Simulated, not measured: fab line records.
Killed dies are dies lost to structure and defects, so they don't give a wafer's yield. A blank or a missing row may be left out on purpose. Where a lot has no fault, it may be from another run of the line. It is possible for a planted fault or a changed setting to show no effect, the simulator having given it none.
Which tool was responsible? / flow gf180mcu / Sampling: 13 lots, 38 wafers, 4 of 602 route steps

WHAT EACH GAUGE READ, for each wafer
GF_VT_IMPLANT_RS_MEAS_48: a four-point-probe measurement. Usual: LVPWELL_RS typically reads 1197.9 ohm/sq, with standard deviation 2.9.
lot=L918; measured=day 7 10:51; on=film-metro-02; LVPWELL_RS (ohm/sq)=1196.8 1198.3 1194.9; flag=
lot=L919; measured=day 8 00:53; on=film-metro-02; LVPWELL_RS (ohm/sq)=1194.4 1199.2 1195.4; flag=
lot=L920; measured=day 8 04:57; on=film-metro-03; LVPWELL_RS (ohm/sq)=1203.8 1201.0 1199.5; flag=
lot=L921; measured=day 8 13:04; on=film-metro-03; LVPWELL_RS (ohm/sq)=1197.7 1197.4 1197.2; flag=
lot=L922; measured=day 8 17:15; on=film-metro-01; LVPWELL_RS (ohm/sq)=1196.5 1196.4 1194.7; flag=
lot=L923; measured=day 8 22:04; on=film-metro-02; LVPWELL_RS (ohm/sq)=1194.4 1196.0 1197.0; flag=
lot=L924; measured=day 9 06:34; on=film-metro-03; LVPWELL_RS (ohm/sq)=1200.0 1199.7 1204.7; flag=
lot=L925; measured=day 9 14:24; on=film-metro-01; LVPWELL_RS (ohm/sq)=1200.1 1199.2 1199.5; flag=
lot=L926; measured=day 9 17:02; on=film-metro-02; LVPWELL_RS (ohm/sq)=1199.2 1195.5 1199.5; flag=
lot=L927; measured=day 10 01:48; on=film-metro-01; LVPWELL_RS (ohm/sq)=1199.2 1200.5 1199.2; flag=
lot=L937; measured=day 13 02:37; on=film-metro-03; LVPWELL_RS (ohm/sq)=1207.9 1207.6; flag=OFF
lot=L938; measured=day 13 04:43; on=film-metro-01; LVPWELL_RS (ohm/sq)=1194.5 1198.5 1197.3; flag=
lot=L941; measured=day 14 03:49; on=film-metro-03; LVPWELL_RS (ohm/sq)=1201.1 1200.1 1198.8; flag=

GF_HV_LDD_THK_MEAS_57. Usual: HV_LDD_CVD_56_THK typically reads 90.0 nm, with standard deviation 0.88.
lot=L918; measured=day 12 08:17; on=film-metro-03; HV_LDD_CVD_56_THK (nm)=90.2 89.4 89.7; flag=
lot=L919; measured=day 13 00:33; on=film-metro-02; HV_LDD_CVD_56_THK (nm)=89.5 89.3 89.7; flag=
lot=L920; measured=day 13 05:53; on=film-metro-03; HV_LDD_CVD_56_THK (nm)=91.1 90.9 91.6; flag=
lot=L921; measured=day 13 14:47; on=film-metro-03; HV_LDD_CVD_56_THK (nm)=90.7 90.3 90.8; flag=
lot=L922; measured=day 13 23:36; on=film-metro-03; HV_LDD_CVD_56_THK (nm)=90.5 90.5 90.5; flag=
lot=L923; measured=day 14 03:38; on=film-metro-02; HV_LDD_CVD_56_THK (nm)=91.4 91.9 92.3; flag=
lot=L924; measured=day 14 10:10; on=film-metro-01; HV_LDD_CVD_56_THK (nm)=91.0 90.6 91.2; flag=
lot=L925; measured=day 14 22:01; on=film-metro-02; HV_LDD_CVD_56_THK (nm)=89.8 88.9 89.1; flag=
lot=L926; measured=day 15 04:11; on=film-metro-01; HV_LDD_CVD_56_THK (nm)=89.6 90.2 90.4; flag=
lot=L927; measured=day 15 09:42; on=film-metro-02; HV_LDD_CVD_56_THK (nm)=90.4 90.1 90.0; flag=
lot=L937; measured=day 19 05:21; on=film-metro-01; HV_LDD_CVD_56_THK (nm)=90.6 90.1; flag=
lot=L938; measured=day 19 09:08; on=film-metro-03; HV_LDD_CVD_56_THK (nm)=89.3 90.4 89.8; flag=
lot=L941; measured=day 20 07:23; on=film-metro-03; HV_LDD_CVD_56_THK (nm)=90.0 89.6 90.1; flag=

GF_CONTACT_THK_MEAS_01. Usual: CONTACT_CVD_00_THK typically reads 298.9 nm, with standard deviation 2.9.
lot=L918; measured=day 14 23:48; on=film-metro-02; CONTACT_CVD_00_THK (nm)=297.0 299.7 300.3; flag=
lot=L919; measured=day 15 23:55; on=film-metro-01; CONTACT_CVD_00_THK (nm)=303.2 302.7 303.9; flag=
lot=L920; measured=day 15 23:19; on=film-metro-01; CONTACT_CVD_00_THK (nm)=298.2 298.5 300.3; flag=
lot=L921; measured=day 16 08:47; on=film-metro-03; CONTACT_CVD_00_THK (nm)=295.2 297.6 293.2; flag=
lot=L922; measured=day 16 18:02; on=film-metro-02; CONTACT_CVD_00_THK (nm)=300.6 298.4 301.5; flag=
lot=L923; measured=day 16 22:37; on=film-metro-02; CONTACT_CVD_00_THK (nm)=300.8 300.9 300.9; flag=
lot=L924; measured=day 17 04:16; on=film-metro-03; CONTACT_CVD_00_THK (nm)=299.3 297.4 293.6; flag=
lot=L925; measured=day 17 19:26; on=film-metro-02; CONTACT_CVD_00_THK (nm)=302.6 300.6 299.4; flag=
lot=L926; measured=day 18 01:46; on=film-metro-03; CONTACT_CVD_00_THK (nm)=297.9 295.9 294.8; flag=
lot=L927; measured=day 18 09:08; on=film-metro-01; CONTACT_CVD_00_THK (nm)=299.2 300.0 299.2; flag=
lot=L937; measured=day 22 07:07; on=film-metro-02; CONTACT_CVD_00_THK (nm)=295.8 293.1; flag=
lot=L938; measured=day 22 10:32; on=film-metro-03; CONTACT_CVD_00_THK (nm)=303.3 298.8 299.8; flag=
lot=L941; measured=day 23 07:38; on=film-metro-02; CONTACT_CVD_00_THK (nm)=301.1 298.8 299.4; flag=

EACH LOT AND THE TOOL THAT RAN IT (in order: tool; ch and the chambers of the sampled wafers; start)
lot=L918; GF_LVPWELL_IMPLANT_08=implanter-04 ch 0, day 3 18:52
lot=L919; GF_LVPWELL_IMPLANT_08=implanter-04 ch 0, day 4 05:59
lot=L920; GF_LVPWELL_IMPLANT_08=implanter-01 ch 0, day 4 08:43
lot=L921; GF_LVPWELL_IMPLANT_08=implanter-04 ch 0, day 4 13:56
lot=L922; GF_LVPWELL_IMPLANT_08=implanter-03 ch 0, day 4 19:26
lot=L923; GF_LVPWELL_IMPLANT_08=implanter-03 ch 0, day 5 00:22
lot=L924; GF_LVPWELL_IMPLANT_08=implanter-03 ch 0, day 5 08:04
lot=L925; GF_LVPWELL_IMPLANT_08=implanter-03 ch 0, day 5 12:13
lot=L926; GF_LVPWELL_IMPLANT_08=implanter-04 ch 0, day 5 16:14
lot=L927; GF_LVPWELL_IMPLANT_08=implanter-01 ch 0, day 6 00:52
lot=L937; GF_LVPWELL_IMPLANT_08=implanter-03 ch 0, day 8 10:19
lot=L938; GF_LVPWELL_IMPLANT_08=implanter-04 ch 0, day 8 13:08
lot=L941; GF_LVPWELL_IMPLANT_08=implanter-04 ch 0, day 9 08:41
- GF_LVPWELL_IMPLANT_08

WHAT THE TOOLS THEMSELVES READ (means of the sampled wafers that have a number; where no wafer has one, the mark that the record gives instead)
The record holds no such reading with a usual standard deviation.

THE ANSWER, worked out from the rows above alone
Rule: take the mean of a lot's wafers that have a number; if it is more than 3 standard deviations from the usual mean, the lot is off. A lot without any number at a reading at which 4 lots or more have one is off too. The other lots that the step has rows for count as sound. The gauges are gone through in route order, then the tools' own readings, and for those a lot's mean is taken as printed above. At the first step where some lot is off, the reading lying furthest off is the one used; lots without a number count as furthest.
Off: at GF_VT_IMPLANT_RS_MEAS_48 (LVPWELL_RS), L937.
A tool fits if, at a process step before that reading, it ran every lot that is off, and no sound lot after the first of them. Those tools and the gauges at GF_VT_IMPLANT_RS_MEAS_48 are tried in the same way. One fits: implanter-03 at GF_LVPWELL_IMPLANT_08. A fault onset in the window from L925 (day 5 12:13, its last sound lot) to L937 (day 8 10:19, its first lot off) fits.

WHAT HAD BEEN PUT IN BY THE SIMULATOR
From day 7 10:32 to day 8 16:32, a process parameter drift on implanter-03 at GF_LVPWELL_IMPLANT_08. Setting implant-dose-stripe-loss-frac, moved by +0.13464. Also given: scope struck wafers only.
Struck lots among those shown: L937. This agrees with what the rule above found.
